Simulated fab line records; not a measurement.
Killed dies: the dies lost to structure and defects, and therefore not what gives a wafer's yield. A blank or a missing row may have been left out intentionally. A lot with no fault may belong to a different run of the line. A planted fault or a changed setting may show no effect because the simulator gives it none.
Code-filled problem report in 8D (eight disciplines) form | flow gf180mcu | the parts of the form that need people (team, actions taken, sign-off) are left out

## 1. THE ISSUE
platen-rpm at GF_V2_CMP_26 reads a mean of 54.03 rpm on 2 wafers of 2 lots; wafers without a fault read 60.00 rpm with a standard deviation of 0.039. That is -99 or more standard deviations from the usual mean.
The step: polishes, stops on SiO2, t overpolish 15 s, target thk 0 nm.
First seen on wafer L242.2, day 22 14:50, on cmp-02. Wafers with a number at this step in the record: 39, from 13 lots. Rule for "out", or "out of limits": more than 4 standard deviations from the usual mean. All remaining wafers that have a number are taken as sound.

## 2. WHAT IT IS, WHAT IT ISN'T
question                    | is                             | is not
which readings at this step | platen-rpm, time-to-endpoint-s | motor-current-A
which lots                  | L242, L243                     | L236, L237, L239, L241, L245, L251, L252, L253, L254, L255, L256
which wafers of those lots  | L242.2, L243.1                 | L242.4, L242.6, L243.2, L243.6
read on which tools         | cmp-02                         | cmp-01
when                        | from day 22 14:50              | up to then (14 sound wafers); but 23 sound wafers of L243, L245, L251, L252, L253, L254, L255, L256 came after

## 3. WHAT RULES OUT EACH SUSPECT
Counting: a tool at a process step up to the reading stays a suspect if it ran every lot that is out. Sound lots after the first of them don't rule it out here, since some wafers of a struck lot are sound.
- cvd-w-02 at GF_V2_CVD_23 (deposits W, target thk 350 nm, time 104.94 s): kept. It ran every lot that is out, first L242 (day 22 14:32); its last sound lot up to then is L241 (day 21 22:52).
- cmp-02 at GF_V2_CMP_26 (polishes, stops on SiO2, t overpolish 15 s, target thk 0 nm): kept. It ran every lot that is out, first L242 (day 22 14:50); its last sound lot up to then is L239 (day 21 03:00). Its own readings are out on those wafers: platen-rpm, time-to-endpoint-s.
- Within cmp-02 at GF_V2_CMP_26: the wafers that are out ran in chamber 1; their sound lot-mates ran in chambers 2, 3.
Left after counting: cvd-w-02 at GF_V2_CVD_23, cmp-02 at GF_V2_CMP_26.

## 4. THE CAUSE (what the simulator had put in)
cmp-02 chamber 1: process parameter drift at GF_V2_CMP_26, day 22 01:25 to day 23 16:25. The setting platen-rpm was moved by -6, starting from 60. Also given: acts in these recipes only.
Counting leaves 2 suspects; this tool is one of them.

## 5. THE EFFECT CHAIN, in route order
Rows list readings where the struck wafers' mean (over those with a number) sits beyond 3 standard deviations from the usual. Only readings whose record carries a usual standard deviation are examined. hours: median over the lots of the time between each lot's start at the first step of this table that gives one and its start at this step. sigmas: the change, counted in usual standard deviations.
hours | step         | reading            | usual     | on struck wafers | change | sigmas
0     | GF_V2_CMP_26 | platen-rpm         | 60.00 rpm | 54.03            | -5.97  | -99 or more
0     | GF_V2_CMP_26 | time-to-endpoint-s | 84.0 s    | 95.4             | +11.4  | +4.2
Process steps it contains:
- GF_V2_CMP_26: polishes, stops on SiO2, t overpolish 15 s, target thk 0 nm.

## 6. HOW IT WOULD HAVE BEEN CAUGHT EARLIER
In this record no reading fell out of limits until day 22 14:50, 13 hours after the fault had begun at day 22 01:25.
